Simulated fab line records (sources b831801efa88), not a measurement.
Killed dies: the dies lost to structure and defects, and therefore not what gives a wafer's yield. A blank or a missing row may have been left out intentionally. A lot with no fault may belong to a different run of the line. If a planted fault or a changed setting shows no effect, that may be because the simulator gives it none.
What tool caused it? || flow gf180mcu || 13 lots with 39 wafers sampled at 2 steps, on a route of 602 steps

WHAT THE GAUGES READ, wafer by wafer
GF_V3_CD_MEAS_14: the cd target is 260 nm. Usual: 260.2 nm for cd nm, sd 1.2.
{"lot": "L722", "measured": "day 22 13:43", "on": "cd sem-01", "cd nm (nm)": "259.4 260.5 260.4", "flag": ""}
{"lot": "L723", "measured": "day 22 19:56", "on": "cd sem-02", "cd nm (nm)": "259.8 259.6 261.8", "flag": ""}
{"lot": "L724", "measured": "day 23 02:43", "on": "cd sem-02", "cd nm (nm)": "258.0 257.0 257.6", "flag": ""}
{"lot": "L725", "measured": "day 23 12:55", "on": "cd sem-01", "cd nm (nm)": "262.4 262.4 263.0", "flag": ""}
{"lot": "L726", "measured": "day 24 00:11", "on": "cd sem-01", "cd nm (nm)": "260.9 259.0 259.6", "flag": ""}
{"lot": "L727", "measured": "day 24 09:34", "on": "cd sem-02", "cd nm (nm)": "259.8 257.7 258.6", "flag": ""}
{"lot": "L729", "measured": "day 25 01:24", "on": "cd sem-02", "cd nm (nm)": "261.0 260.4 261.0", "flag": ""}
{"lot": "L733", "measured": "day 26 04:24", "on": "cd sem-02", "cd nm (nm)": "260.6 260.4 261.0", "flag": ""}
{"lot": "L738", "measured": "day 28 00:06", "on": "cd sem-01", "cd nm (nm)": "258.8 258.7 260.4", "flag": ""}
{"lot": "L740", "measured": "day 28 08:46", "on": "cd sem-01", "cd nm (nm)": "260.2 259.2 259.5", "flag": ""}
{"lot": "L741", "measured": "day 28 17:19", "on": "cd sem-01", "cd nm (nm)": "261.8 262.2 262.5", "flag": ""}
{"lot": "L744", "measured": "day 29 13:31", "on": "cd sem-02", "cd nm (nm)": "258.0 258.4 260.2", "flag": ""}
{"lot": "L745", "measured": "day 29 15:49", "on": "cd sem-01", "cd nm (nm)": "259.0 259.2 260.0", "flag": ""}

EACH LOT AND THE TOOL THAT RAN IT (in order: tool; ch and the chambers of the sampled wafers; start)
{"lot": "L722", "GF_V1_STRIP_18": "plasma asher-02 ch 0,1, day 18 07:17"}
{"lot": "L723", "GF_V1_STRIP_18": "plasma asher-02 ch 0,1, day 18 13:32"}
{"lot": "L724", "GF_V1_STRIP_18": "plasma asher-01 ch 0,1, day 18 22:38"}
{"lot": "L725", "GF_V1_STRIP_18": "plasma asher-04 ch 0,1, day 19 08:35"}
{"lot": "L726", "GF_V1_STRIP_18": "plasma asher-04 ch 0,1, day 19 20:04"}
{"lot": "L727", "GF_V1_STRIP_18": "plasma asher-02 ch 0,1, day 20 06:38"}
{"lot": "L729", "GF_V1_STRIP_18": "plasma asher-02 ch 0,1, day 20 23:41"}
{"lot": "L733", "GF_V1_STRIP_18": "plasma asher-04 ch 0,1, day 22 05:11"}
{"lot": "L738", "GF_V1_STRIP_18": "plasma asher-01 ch 0,1, day 24 05:20"}
{"lot": "L740", "GF_V1_STRIP_18": "plasma asher-02 ch 0,1, day 24 15:32"}
{"lot": "L741", "GF_V1_STRIP_18": "plasma asher-01 ch 0,1, day 25 01:01"}
{"lot": "L744", "GF_V1_STRIP_18": "plasma asher-01 ch 0,1, day 25 23:47"}
{"lot": "L745", "GF_V1_STRIP_18": "plasma asher-02 ch 0,1, day 26 02:46"}
- GF_V1_STRIP_18: strips in O2/N2.

AS READ BY THE TOOLS THEMSELVES (means over the sampled wafers that have a number; for cases with no such wafer, the mark the record gives instead)
GF_V1_STRIP_18. Usual: drypump motor current A 5.9 A, standard deviation 0.39; heater power w 359 W, standard deviation 50; oes product au 0.593 a.u., standard deviation 0.0055.
{"lot": "L722", "tool": "plasma asher-02", "drypump motor current A (A)": 6.1, "heater power w (W)": 321, "oes product au (a.u.)": 0.596, "flag": ""}
{"lot": "L723", "tool": "plasma asher-02", "drypump motor current A (A)": 5.8, "heater power w (W)": 359, "oes product au (a.u.)": 0.587, "flag": ""}
{"lot": "L724", "tool": "plasma asher-01", "drypump motor current A (A)": 5.8, "heater power w (W)": 386, "oes product au (a.u.)": 0.585, "flag": ""}
{"lot": "L725", "tool": "plasma asher-04", "drypump motor current A (A)": 6.3, "heater power w (W)": 353, "oes product au (a.u.)": 0.596, "flag": ""}
{"lot": "L726", "tool": "plasma asher-04", "drypump motor current A (A)": 6.5, "heater power w (W)": 401, "oes product au (a.u.)": 0.589, "flag": ""}
{"lot": "L727", "tool": "plasma asher-02", "drypump motor current A (A)": 5.8, "heater power w (W)": 359, "oes product au (a.u.)": 0.591, "flag": ""}
{"lot": "L729", "tool": "plasma asher-02", "drypump motor current A (A)": 5.8, "heater power w (W)": 363, "oes product au (a.u.)": 0.593, "flag": ""}
{"lot": "L733", "tool": "plasma asher-04", "drypump motor current A (A)": 6.4, "heater power w (W)": 396, "oes product au (a.u.)": 0.589, "flag": ""}
{"lot": "L738", "tool": "plasma asher-01", "drypump motor current A (A)": 5.8, "heater power w (W)": 382, "oes product au (a.u.)": 0.595, "flag": ""}
{"lot": "L740", "tool": "plasma asher-02", "drypump motor current A (A)": 5.8, "heater power w (W)": 357, "oes product au (a.u.)": 0.595, "flag": ""}
{"lot": "L741", "tool": "plasma asher-01", "drypump motor current A (A)": 5.7, "heater power w (W)": 377, "oes product au (a.u.)": 0.598, "flag": ""}
{"lot": "L744", "tool": "plasma asher-01", "drypump motor current A (A)": 5.8, "heater power w (W)": 380, "oes product au (a.u.)": 0.593, "flag": ""}
{"lot": "L745", "tool": "plasma asher-02", "drypump motor current A (A)": 5.8, "heater power w (W)": 366, "oes product au (a.u.)": 0.591, "flag": ""}

THE ANSWER, worked out from the rows above alone
Rule: a lot counts as off when the mean over its wafers that have a number is more than 3 standard deviations away from the usual mean. A lot without any number at a reading at which 4 lots or more have one is off too. The other lots that the step has rows for count as sound. The gauges are gone through in route order, then the tools' own readings, and for those a lot's mean is taken as printed above. The first step at which some lot is off is used, and at that step the reading that is off furthest; a lot without a number counts as furthest.
No lot is off on any of the readings shown, so nothing can be concluded from this.

WHAT HAD BEEN PUT IN BY THE SIMULATOR
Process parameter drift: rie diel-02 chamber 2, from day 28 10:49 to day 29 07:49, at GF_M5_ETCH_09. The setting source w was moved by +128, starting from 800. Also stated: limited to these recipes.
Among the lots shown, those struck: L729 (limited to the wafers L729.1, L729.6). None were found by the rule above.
